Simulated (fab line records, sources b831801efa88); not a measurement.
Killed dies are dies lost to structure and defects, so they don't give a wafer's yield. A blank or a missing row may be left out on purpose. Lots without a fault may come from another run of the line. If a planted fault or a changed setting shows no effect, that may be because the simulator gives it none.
Which tool is to blame?    flow sky130    at 1 step of a route of 708, 12 lots with 36 wafers sampled

WHAT EACH GAUGE READ, for each wafer
SKY_VIA4_OVL_MEAS_11.
lot   measured      on          VIA4_OVL (nm)
L125  day 43 10:23  overlay-02  0.2 -1.5 -1.8
L126  day 43 18:14  overlay-01  -1.2 0.9 0.4
L128  day 44 12:55  overlay-02  1.6 0.6 2.6
L129  day 44 22:29  overlay-01  1.5 0.3 -0.1
L130  day 45 02:07  overlay-02  -2.4 -2.9 1.8
L131  day 45 04:10  overlay-01  2.0 2.8 2.2
L132  day 45 08:43  overlay-02  2.1 0.9 0.5
L133  day 45 18:10  overlay-02  -0.1 -0.6 -1.1
L136  day 46 09:53  overlay-01  -0.6 0.5 1.3
L142  day 47 21:55  overlay-02  1.4 1.6 1.4
L147  day 48 17:50  overlay-02  -1.0 0.3 -0.3
L146  day 48 22:34  overlay-02  -0.9 -0.7 -0.3

TOOL THAT RAN EACH LOT (tool first, then ch and the chambers of the sampled wafers, then the start)
No process step before these readings appears in the record.

AS READ BY THE TOOLS THEMSELVES (means over the sampled wafers that have a number; for cases with no such wafer, the mark the record gives instead)
The record holds no such reading with a usual standard deviation.

THE ANSWER, worked out from the rows above alone
Rule: what is usual is taken from the lots themselves. The widest of any qualifying gaps counts: lots, ordered by their means at a reading, are off when they make up no more than a third of the lots, leave a main group of 4 or more, and stand apart from it by 3 or more times the standard deviation of that group's means. The tables above print the reading to a certain number of digits; a main group whose means all agree to those digits is not used. A lot without any number at a reading at which 4 lots or more have one is off too. Where the step has rows for the other lots, those lots are counted as sound. After the gauges, taken in route order, come the tools' own readings; for these a lot's mean is taken, as printed above. The first step at which some lot is off is used, and at that step the reading that is off furthest; a lot without a number counts as furthest.
None of the lots is off at any reading shown; this tells nothing.

WHAT THE SIMULATOR HAD PUT IN
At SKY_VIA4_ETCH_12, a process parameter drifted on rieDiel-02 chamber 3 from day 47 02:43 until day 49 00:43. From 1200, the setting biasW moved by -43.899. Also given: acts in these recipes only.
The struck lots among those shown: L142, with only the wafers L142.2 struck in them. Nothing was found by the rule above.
